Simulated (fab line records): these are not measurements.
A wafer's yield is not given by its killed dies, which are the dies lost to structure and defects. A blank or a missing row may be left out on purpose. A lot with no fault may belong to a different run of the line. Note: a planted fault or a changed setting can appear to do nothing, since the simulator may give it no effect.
2 desks, one fault ; flow gf180mcu ; what lay behind the numbers comes last; until then each desk has only its own

## THE METROLOGY DESK
Lot by lot, what the gauges showed, no matter which tool ran the lot: averages of those sampled wafers that carry a number. Any lot whose mean is over 4 standard deviations away from the usual mean is out of limits and marked OUT; that distance is given in the brackets.
Columns: A = SALICIDE_TIN_THK at GF_SALICIDE_THK_MEAS_05, usual 19.96 nm; B = M1_OVL at GF_M1_OVL_MEAS_15, usual 1 nm
lot;first seen here;A;B
L172;day 15 12:46;20.03;-8
L173;day 15 15:35;19.93;-5
L175;day 16 15:35;20.22;-6
L176;day 16 20:13;20.12;-3
L177;day 17 00:57;19.52;-2
L178;day 17 06:31;19.80;3
L179;day 17 10:53;19.87;0
L180;day 18 02:09;20.14;5
L181;day 18 08:19;19.71;2
L182;day 18 22:55;20.10;-1
L191;day 21 23:53;19.34;11
L192;day 22 05:41;19.90;-2
L193;day 22 23:02;20.53;3
L195;day 23 06:14;20.09;8
This desk's verdict: no lot among the 14 shows anything out of limits.

## THE TOOL OWNER'S DESK: litho_track-04
Per lot that ran on this tool, the mean of the sampled wafers carrying a number, from the tool's own readings at GF_HV_LDD_SOFTBAKE_42 (time 60 s). Any lot whose mean is over 4 standard deviations away from the usual mean is out of limits and marked OUT; that distance is given in the brackets.
Columns: A = resist_line_temp_C at GF_HV_LDD_SOFTBAKE_42, usual 23.00 C; B = run_length_s at GF_HV_LDD_SOFTBAKE_42, usual 89.30 s
lot;first seen here;A;B
L172;day 12 06:44;22.98;89.41
L176;day 13 12:29;22.95;89.31
L178;day 13 22:22;23.02;89.35
L179;day 14 02:47;22.97;89.44
L181;day 14 21:31;22.96;89.35
L191;day 18 07:01;22.97;92.90 (+26) OUT
L192;day 18 11:52;22.96;92.88 (+26) OUT
This desk's finding: out of limits on L191, L192; first on L191, day 18 07:01 (run_length_s at GF_HV_LDD_SOFTBAKE_42). L172, L176, L178, L179, L181: within limits.

## ALL TOGETHER
An alarm could have come from the tool owner's desk at day 18 07:01, on L191, L192.
From the metrology desk's view, nothing was out of limits.
The metrology desk holds a record of L191, L192, inside its limits.
Every lot named ran GF_HV_LDD_SOFTBAKE_42 on litho_track-04.

## WHAT THE SIMULATOR PUT IN
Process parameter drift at GF_HV_LDD_SOFTBAKE_42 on litho_track-04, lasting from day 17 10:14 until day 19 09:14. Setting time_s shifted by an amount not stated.
Shown lots that were struck: L191, L192.
Time in hours from fault onset to the first out-of-limits reading at each desk: the tool owner's desk, 21.
